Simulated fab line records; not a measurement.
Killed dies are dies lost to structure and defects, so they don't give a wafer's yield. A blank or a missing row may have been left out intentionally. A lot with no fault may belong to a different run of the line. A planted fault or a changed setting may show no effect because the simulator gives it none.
fab line records / flow sky130
record: lots: 14 wafers: 42 last_day: 50
route steps=708 shown FIELD_ISO@29 PAD_OPEN@708
lots that met no fault: taken from a fault-free run of the same line
start_h: hours from the record's opening day to when the first of the lot's shown wafers began / wait_h: hours from the lot's prior step to this one / " the same as in the row above / L1.1+2: a single row standing in for several wafers / - no value present, or no start provided / * or withheld: withheld / < > ~ a bound
route shown NAME@n: names a module that has steps shown in the file, with the first one's number in the route / usual: the fault-free wafers' mean and standard deviation / same: alike in all rows / chamber/n: place in a boat / sites: per-site readings / _std_site: their standard deviation / _edge_site: mean of outer sites minus mean of inner sites / radius_mm: how far each site lies from the wafer's centre / mask NAME#n: copy n / behind: the last tool/chamber to shape the wafer / hold: reason for holding the lot/hours on hold/outcome of the hold / device: names the non-switching transistor (n, p or np) / end of line: the tests these same wafers got at the end of their route / where a step has no rows: the recipe by itself / killed: at the first sort, the dies lost to defects and structure; wafer yield is something else / map: the dies of a wafer, with x for killed, . for not killed, _ for no die there
set.NAME: the setting the step ran with; set.NAME@STEP: the setting that earlier step ran with / model.NAME: the simulator's own value behind a step, which no gauge read
the route's steps for a sample of lots (tables are steps, rows are wafers)
services: when a tool's chamber went out of use (start_h, in hours from the record's first day, below 0 if earlier), for how many hours, and the reason
== steps ==
step: SKY_FIELD_ISO_WET_ETCH_28
recipe: chemistry: dHF target_depth_nm: 23.7 target: SiO2 dilution: 10:1 temp_c: 25 time_s: 47
usual: bath_heat_duty_pct: 6.4/0.84 run_length_s: 74.1/2.8
lot.wafer=L334.3 tool=wet_bench-02 chamber=3 start_h=43.74 wait_h=0.2 bath_heat_duty_pct=7.7 run_length_s=73.2
lot.wafer=L334.4 tool=wet_bench-02 chamber=3 start_h=43.74 wait_h=0.2 bath_heat_duty_pct=6.5 run_length_s=73.2
lot.wafer=L334.5 tool=wet_bench-02 chamber=3 start_h=43.74 wait_h=0.2 bath_heat_duty_pct=7.4 run_length_s=73.2
lot.wafer=L333.1 tool=wet_bench-02 chamber=3 start_h=44.80 wait_h=0.1 bath_heat_duty_pct=6.9 run_length_s=72.6
lot.wafer=L333.2 tool=wet_bench-02 chamber=3 start_h=44.80 wait_h=0.1 bath_heat_duty_pct=7.1 run_length_s=72.6
lot.wafer=L333.5 tool=wet_bench-02 chamber=3 start_h=44.80 wait_h=0.1 bath_heat_duty_pct=7.9 run_length_s=72.6
lot.wafer=L336.1 tool=wet_bench-02 chamber=1 start_h=56.95 wait_h=0.2 bath_heat_duty_pct=5.8 run_length_s=73.2
lot.wafer=L336.4 tool=wet_bench-02 chamber=1 start_h=56.95 wait_h=0.2 bath_heat_duty_pct=6.7 run_length_s=73.2
lot.wafer=L336.6 tool=wet_bench-02 chamber=1 start_h=56.95 wait_h=0.2 bath_heat_duty_pct=6.3 run_length_s=73.2
lot.wafer=L337.1 tool=wet_bench-01 chamber=0 start_h=61.66 wait_h=0.2 bath_heat_duty_pct=6.4 run_length_s=79.0
lot.wafer=L337.2 tool=wet_bench-01 chamber=0 start_h=61.66 wait_h=0.2 bath_heat_duty_pct=6.4 run_length_s=79.0
lot.wafer=L337.3 tool=wet_bench-01 chamber=0 start_h=61.66 wait_h=0.2 bath_heat_duty_pct=7.3 run_length_s=79.0
lot.wafer=L338.3 tool=wet_bench-02 chamber=3 start_h=69.10 wait_h=0.2 bath_heat_duty_pct=7.0 run_length_s=72.9
lot.wafer=L338.4 tool=wet_bench-02 chamber=3 start_h=69.10 wait_h=0.2 bath_heat_duty_pct=7.0 run_length_s=72.9
lot.wafer=L338.6 tool=wet_bench-02 chamber=3 start_h=69.10 wait_h=0.2 bath_heat_duty_pct=7.7 run_length_s=72.9
lot.wafer=L342.1 tool=wet_bench-04 chamber=2 start_h=91.08 wait_h=0.1 bath_heat_duty_pct=6.5 run_length_s=72.7
lot.wafer=L342.2 tool=wet_bench-04 chamber=2 start_h=91.08 wait_h=0.1 bath_heat_duty_pct=6.8 run_length_s=72.7
lot.wafer=L342.6 tool=wet_bench-04 chamber=2 start_h=91.08 wait_h=0.1 bath_heat_duty_pct=6.2 run_length_s=72.7
lot.wafer=L343.2 tool=wet_bench-04 chamber=1 start_h=94.09 wait_h=0.1 bath_heat_duty_pct=- run_length_s=-
lot.wafer=L343.3 tool=wet_bench-04 chamber=1 start_h=94.09 wait_h=0.1 bath_heat_duty_pct=- run_length_s=-
lot.wafer=L343.4 tool=wet_bench-04 chamber=1 start_h=94.09 wait_h=0.1 bath_heat_duty_pct=- run_length_s=-
lot.wafer=L344.1 tool=wet_bench-04 chamber=1 start_h=95.59 wait_h=0.2 bath_heat_duty_pct=- run_length_s=-
lot.wafer=L344.3 tool=wet_bench-04 chamber=1 start_h=95.59 wait_h=0.2 bath_heat_duty_pct=- run_length_s=-
lot.wafer=L344.4 tool=wet_bench-04 chamber=1 start_h=95.59 wait_h=0.2 bath_heat_duty_pct=- run_length_s=-
lot.wafer=L347.1 tool=wet_bench-04 chamber=3 start_h=119.27 wait_h=0.2 bath_heat_duty_pct=5.2 run_length_s=78.7
lot.wafer=L347.4 tool=wet_bench-04 chamber=3 start_h=119.27 wait_h=0.2 bath_heat_duty_pct=6.6 run_length_s=78.7
lot.wafer=L347.5 tool=wet_bench-04 chamber=3 start_h=119.27 wait_h=0.2 bath_heat_duty_pct=5.4 run_length_s=78.7
lot.wafer=L351.1 tool=wet_bench-04 chamber=2 start_h=133.44 wait_h=0.2 bath_heat_duty_pct=6.6 run_length_s=73.0
lot.wafer=L351.3 tool=wet_bench-04 chamber=2 start_h=133.44 wait_h=0.2 bath_heat_duty_pct=6.0 run_length_s=73.0
lot.wafer=L351.6 tool=wet_bench-04 chamber=2 start_h=133.44 wait_h=0.2 bath_heat_duty_pct=7.7 run_length_s=73.0
lot.wafer=L352.2 tool=wet_bench-04 chamber=2 start_h=142.81 wait_h=0.2 bath_heat_duty_pct=7.2 run_length_s=72.6
lot.wafer=L352.3 tool=wet_bench-04 chamber=2 start_h=142.81 wait_h=0.2 bath_heat_duty_pct=5.8 run_length_s=72.6
lot.wafer=L352.4 tool=wet_bench-04 chamber=2 start_h=142.81 wait_h=0.2 bath_heat_duty_pct=6.7 run_length_s=72.6
lot.wafer=L353.1 tool=wet_bench-04 chamber=2 start_h=146.68 wait_h=0.1 bath_heat_duty_pct=6.6 run_length_s=72.4
lot.wafer=L353.3 tool=wet_bench-04 chamber=2 start_h=146.68 wait_h=0.1 bath_heat_duty_pct=7.1 run_length_s=72.4
lot.wafer=L353.6 tool=wet_bench-04 chamber=2 start_h=146.68 wait_h=0.1 bath_heat_duty_pct=7.4 run_length_s=72.4
lot.wafer=L354.3 tool=wet_bench-04 chamber=0 start_h=148.18 wait_h=0.1 bath_heat_duty_pct=5.5 run_length_s=71.6
lot.wafer=L354.5 tool=wet_bench-04 chamber=0 start_h=148.18 wait_h=0.1 bath_heat_duty_pct=6.6 run_length_s=71.6
lot.wafer=L354.6 tool=wet_bench-04 chamber=0 start_h=148.18 wait_h=0.1 bath_heat_duty_pct=5.6 run_length_s=71.6
lot.wafer=L355.1 tool=wet_bench-01 chamber=2 start_h=155.95 wait_h=0.2 bath_heat_duty_pct=5.3 run_length_s=71.8
lot.wafer=L355.4 tool=wet_bench-01 chamber=2 start_h=155.95 wait_h=0.2 bath_heat_duty_pct=5.2 run_length_s=71.8
lot.wafer=L355.6 tool=wet_bench-01 chamber=2 start_h=155.95 wait_h=0.2 bath_heat_duty_pct=5.1 run_length_s=71.8
step: SKY_PAD_OPEN_PROBE_99
usual: killed_at_M0_to_M3: 44/7.9 killed_at_M4_up: 3.1/1.9 killed_at_contacts: 24/4.6 killed_at_front_end: 16/4.9 killed_at_other: 0.3/0.6 killed_dies: 87/9.7 killed_on_rim: 17/3.7 killed_open: 48/7.2 killed_short: 39/5.6
same: gross_dies: 492 killed_at_back_side: 0
lot.wafer=L343.2 tool=prober-01 chamber=- start_h=1180.94 wait_h=0.1 hold=await_dispo/1.6h/scrap killed_at_M0_to_M3=46 killed_at_M4_up=2 killed_at_contacts=17 killed_at_front_end=426 killed_at_other=1 killed_dies=492 killed_on_rim=96 killed_open=51 killed_short=40
lot.wafer=L343.3 tool=prober-01 chamber=- start_h=1180.99 wait_h=0.2 hold=await_dispo/1.6h/scrap killed_at_M0_to_M3=48 killed_at_M4_up=4 killed_at_contacts=31 killed_at_front_end=407 killed_at_other=2 killed_dies=492 killed_on_rim=96 killed_open=67 killed_short=37
lot.wafer=L343.4 tool=prober-01 chamber=- start_h=1181.04 wait_h=0.2 hold=await_dispo/1.6h/scrap killed_at_M0_to_M3=45 killed_at_M4_up=5 killed_at_contacts=25 killed_at_front_end=416 killed_at_other=1 killed_dies=492 killed_on_rim=96 killed_open=55 killed_short=43
lot.wafer=L344.1 tool=prober-02 chamber=- start_h=1184.29 wait_h=0.1 hold=await_dispo/2.3h/scrap killed_at_M0_to_M3=42 killed_at_M4_up=2 killed_at_contacts=29 killed_at_front_end=417 killed_at_other=2 killed_dies=492 killed_on_rim=96 killed_open=51 killed_short=45
lot.wafer=L344.3 tool=prober-02 chamber=- start_h=1184.39 wait_h=0.2 hold=await_dispo/2.3h/scrap killed_at_M0_to_M3=45 killed_at_M4_up=3 killed_at_contacts=30 killed_at_front_end=414 killed_at_other=0 killed_dies=492 killed_on_rim=96 killed_open=55 killed_short=43
lot.wafer=L344.4 tool=prober-02 chamber=- start_h=1184.44 wait_h=0.2 hold=await_dispo/2.3h/scrap killed_at_M0_to_M3=36 killed_at_M4_up=4 killed_at_contacts=23 killed_at_front_end=429 killed_at_other=0 killed_dies=492 killed_on_rim=96 killed_open=42 killed_short=35
lot.wafer=L351.1 tool=prober-01 chamber=- start_h=1187.87 wait_h=0.1 hold=- killed_at_M0_to_M3=55 killed_at_M4_up=3 killed_at_contacts=19 killed_at_front_end=15 killed_at_other=0 killed_dies=92 killed_on_rim=22 killed_open=54 killed_short=38
lot.wafer=L351.3 tool=prober-01 chamber=- start_h=1187.97 wait_h=0.2 hold=- killed_at_M0_to_M3=35 killed_at_M4_up=0 killed_at_contacts=23 killed_at_front_end=28 killed_at_other=1 killed_dies=87 killed_on_rim=19 killed_open=46 killed_short=41
lot.wafer=L351.6 tool=prober-01 chamber=- start_h=1188.12 wait_h=0.2 hold=- killed_at_M0_to_M3=36 killed_at_M4_up=3 killed_at_contacts=24 killed_at_front_end=13 killed_at_other=0 killed_dies=76 killed_on_rim=12 killed_open=35 killed_short=41
lot.wafer=L353.1 tool=prober-01 chamber=- start_h=1190.73 wait_h=0.1 hold=- killed_at_M0_to_M3=34 killed_at_M4_up=4 killed_at_contacts=16 killed_at_front_end=14 killed_at_other=0 killed_dies=68 killed_on_rim=13 killed_open=35 killed_short=33
lot.wafer=L353.3 tool=prober-01 chamber=- start_h=1190.83 wait_h=0.2 hold=- killed_at_M0_to_M3=47 killed_at_M4_up=4 killed_at_contacts=22 killed_at_front_end=12 killed_at_other=1 killed_dies=86 killed_on_rim=15 killed_open=49 killed_short=37
lot.wafer=L353.6 tool=prober-01 chamber=- start_h=1190.98 wait_h=0.2 hold=- killed_at_M0_to_M3=34 killed_at_M4_up=6 killed_at_contacts=24 killed_at_front_end=24 killed_at_other=0 killed_dies=88 killed_on_rim=17 killed_open=45 killed_short=43
lot.wafer=L354.3 tool=prober-01 chamber=- start_h=1191.50 wait_h=0.2 hold=- killed_at_M0_to_M3=41 killed_at_M4_up=2 killed_at_contacts=26 killed_at_front_end=16 killed_at_other=1 killed_dies=86 killed_on_rim=12 killed_open=51 killed_short=35
lot.wafer=L354.5 tool=prober-01 chamber=- start_h=1191.60 wait_h=0.2 hold=- killed_at_M0_to_M3=54 killed_at_M4_up=4 killed_at_contacts=18 killed_at_front_end=15 killed_at_other=3 killed_dies=94 killed_on_rim=20 killed_open=43 killed_short=50
lot.wafer=L354.6 tool=prober-01 chamber=- start_h=1191.65 wait_h=0.2 hold=- killed_at_M0_to_M3=50 killed_at_M4_up=4 killed_at_contacts=18 killed_at_front_end=12 killed_at_other=0 killed_dies=84 killed_on_rim=18 killed_open=48 killed_short=36
killed by level:class
L343.2 FIELD_ISO:area_etch=400 VIA1:geometric_particle:open=14 VIA3:geometric_particle:open=10 FIELD_ISO:geometric_particle:short=7 POLY_GATE:geometric_particle:open=6 POLY_GATE:geometric_particle:short=6 CONTACT:geometric_particle:open=6 VIA1:geometric_particle:short=5
L343.3 FIELD_ISO:area_etch=387 CONTACT:geometric_particle:open=13 VIA3:geometric_particle:open=11 VIA2:geometric_particle:open=9 LI_CONTACT:geometric_particle:open=8 VIA1:geometric_particle:open=8 VIA1:geometric_particle:short=6 POLY_GATE:geometric_particle:short=5
L343.4 FIELD_ISO:area_etch=393 VIA1:geometric_particle:open=10 CONTACT:geometric_particle:open=9 VIA2:geometric_particle:open=9 LI_CONTACT:geometric_particle:open=7 VIA3:geometric_particle:open=7 METAL2:geometric_particle:short=6 POLY_GATE:geometric_particle:open=5
L344.1 FIELD_ISO:area_etch=395 VIA1:geometric_particle:open=13 CONTACT:geometric_particle:open=8 LI_CONTACT:geometric_particle:open=7 LI_CONTACT:geometric_particle:short=6 FIELD_ISO:geometric_particle:open=5 FIELD_ISO:geometric_particle:short=5 POLY_GATE:geometric_particle:open=4
L344.3 FIELD_ISO:area_etch=394 VIA1:geometric_particle:open=10 CONTACT:geometric_particle:open=9 LI_CONTACT:geometric_particle:open=8 POLY_GATE:geometric_particle:open=6 METAL1:geometric_particle:short=6 VIA3:geometric_particle:open=6 VIA2:geometric_particle:open=5
L344.4 FIELD_ISO:area_etch=415 VIA1:geometric_particle:open=9 CONTACT:geometric_particle:open=7 VIA2:geometric_particle:open=6 FIELD_ISO:geometric_particle:open=5 POLY_GATE:geometric_particle:short=5 LI_CONTACT:geometric_particle:short=5 LI_CONTACT:geometric_particle:open=5
L351.1 VIA2:geometric_particle:open=13 VIA1:geometric_particle:open=7 VIA3:geometric_particle:open=7 LI_CONTACT:geometric_particle:open=6 METAL2:geometric_particle:short=5 FIELD_ISO:geometric_particle:open=5 CONTACT:geometric_particle:open=5 METAL2:geometric_particle:open=5
L351.3 POLY_GATE:geometric_particle:short=10 VIA1:geometric_particle:open=9 LI_CONTACT:geometric_particle:open=7 CONTACT:geometric_particle:open=7 FIELD_ISO:geometric_particle:short=5 POLY_GATE:geometric_particle:open=5 VIA1:geometric_particle:short=5 VIA2:geometric_particle:open=4
L351.6 CONTACT:geometric_particle:open=8 LOCAL_INTERCONNECT:geometric_particle:short=7 VIA1:geometric_particle:open=6 VIA2:geometric_particle:open=5 METAL2:geometric_particle:short=5 FIELD_ISO:geometric_particle:short=4 POLY_GATE:geometric_particle:short=4 LI_CONTACT:geometric_particle:open=4
L353.1 VIA2:geometric_particle:open=10 VIA1:geometric_particle:open=7 CONTACT:geometric_particle:open=5 FIELD_ISO:geometric_particle:short=4 POLY_GATE:geometric_particle:short=4 METAL2:geometric_particle:short=4 LI_CONTACT:geometric_particle:open=4 LOCAL_INTERCONNECT:geometric_particle:short=4
L353.3 CONTACT:geometric_particle:open=14 VIA1:geometric_particle:open=8 VIA1:geometric_particle:short=7 METAL3:geometric_particle:short=7 METAL1:geometric_particle:short=6 VIA2:geometric_particle:open=6 FIELD_ISO:geometric_particle:open=5 LI_CONTACT:geometric_particle:open=4
L353.6 CONTACT:geometric_particle:open=11 VIA1:geometric_particle:open=7 POLY_GATE:geometric_particle:short=7 FIELD_ISO:geometric_particle:open=6 POLY_GATE:geometric_particle:open=6 METAL4:geometric_particle:short=6 METAL1:geometric_particle:short=5 VIA2:geometric_particle:open=5
L354.3 METAL2:geometric_particle:open=9 LI_CONTACT:geometric_particle:open=8 CONTACT:geometric_particle:short=8 CONTACT:geometric_particle:open=7 VIA1:geometric_particle:open=7 VIA3:geometric_particle:open=5 VIA1:geometric_particle:short=5 FIELD_ISO:geometric_particle:open=4
L354.5 METAL1:geometric_particle:short=9 VIA3:geometric_particle:open=8 METAL2:geometric_particle:short=7 VIA2:geometric_particle:open=7 CONTACT:geometric_particle:open=6 VIA1:geometric_particle:open=6 FIELD_ISO:geometric_particle:short=5 VIA1:geometric_particle:short=5
L354.6 VIA1:geometric_particle:open=10 METAL1:geometric_particle:short=9 VIA3:geometric_particle:open=8 LI_CONTACT:geometric_particle:open=6 METAL2:geometric_particle:short=5 POLY_GATE:geometric_particle:open=4 CONTACT:geometric_particle:short=4 CONTACT:geometric_particle:open=4
== services ==
tool=wet_bench-01 chamber=- start_h=42.73 hours=4.4 kind=pm
tool=wet_bench-02 chamber=- start_h=88.25 hours=9.2 kind=repair
tool=wet_bench-02 chamber=- start_h=125.53 hours=78.1 kind=pm
tool=wet_bench-04 chamber=- start_h=128.24 hours=4.4 kind=pm
== key ==
first_sign: step: SKY_FIELD_ISO_WET_ETCH_28 reading: tool_record direction: missing
effect: step: SKY_PAD_OPEN_PROBE_99 reading: killed_at_front_end direction: up sigmas: 82 usual: 16 struck: 418
more_kills_born_at: SKY_FIELD_ISO_WET_ETCH_28@wet_bench-04: 2384
met_at SKY_FIELD_ISO_WET_ETCH_28
struck_lots L343,L344
later_rows_left_out L343.2,L343.3,L343.4,L344.1,L344.3,L344.4
tester_left_out L343,L344
onset_between 91.08 94.09
fault: kind: skipped_step_whole tool: wet_bench-04 chamber: - onset_h: 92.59 steps: SKY_FIELD_ISO_WET_ETCH_28 scope: struck_lots_only
tester_left_out: of these lots the tester's yield and bins aren't shown, on N5 and GAA mostly nor the transistor test; their killed dies are dies lost to structure and defects alone, not to doping, threshold or leakage, so they don't give the yield
later_rows_left_out: the simulator's readings of these wafers behind a module that went badly wrong aren't trusted and aren't shown, but for the sort
